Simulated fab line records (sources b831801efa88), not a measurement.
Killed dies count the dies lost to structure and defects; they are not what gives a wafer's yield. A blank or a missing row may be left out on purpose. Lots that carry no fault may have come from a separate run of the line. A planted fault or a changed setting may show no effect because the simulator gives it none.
Matching of chambers + flow gf180mcu + 4 sister chambers for GF_V5_CMP_04 on cmp-01
The step polishes SiO2. 4 wafers are shown with their chamber, then 9 later ones without.

## WAFERS WITH THEIR CHAMBER
| wafer  | chamber | motor current A (A) |
|--------|---------|---------------------|
| L317.5 | 1       | 11.3                |
| L320.1 | 2       | 14.5                |
| L320.2 | 0       | 12.1                |
| L320.4 | 3       | 11.7                |

## WAFERS WHOSE CHAMBER IS MISSING
| wafer  | motor current A (A) |
|--------|---------------------|
| L323.2 | 10.8                |
| L323.5 | 12.0                |
| L323.6 | 11.9                |
| L327.1 | 14.3                |
| L327.2 | 11.6                |
| L327.5 | 12.0                |
| L331.3 | 11.9                |
| L331.5 | 12.4                |
| L331.6 | 11.7                |

## CHAMBER TAKEN BY EACH
| wafer  | from the rows above          | in truth |
|--------|------------------------------|----------|
| L323.2 | can't be placed: 1 or 3      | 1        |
| L323.5 | can't be placed: 0 or 3      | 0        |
| L323.6 | can't be placed: 0 or 3 or 1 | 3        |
| L327.1 | 2                            | 2        |
| L327.2 | can't be placed: 3 or 1 or 0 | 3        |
| L327.5 | can't be placed: 0 or 3      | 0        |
| L331.3 | can't be placed: 0 or 3 or 1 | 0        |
| L331.5 | can't be placed: 0 or 3      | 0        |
| L331.6 | can't be placed: 3 or 1 or 0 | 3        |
Correct placement for 1 of the 9. Cannot be placed on the basis of these rows: 8; the candidates contain the true chamber in 8. Wrongly placed: 0.
How it was worked out, from the rows above alone: a wafer's distance from a chamber is the root of the sum, over the readings, of the square of ((its reading less the chamber's mean) divided by the reading's scatter). The wafer belongs to the nearest chamber; if the next one is less than 2 further off, it can't be placed. The mean given for a chamber averages the wafers shown for that chamber. The scatter (one wafer shown for each chamber): square how far every hidden wafer sits from the nearest shown wafer, average those squares and take the square root.
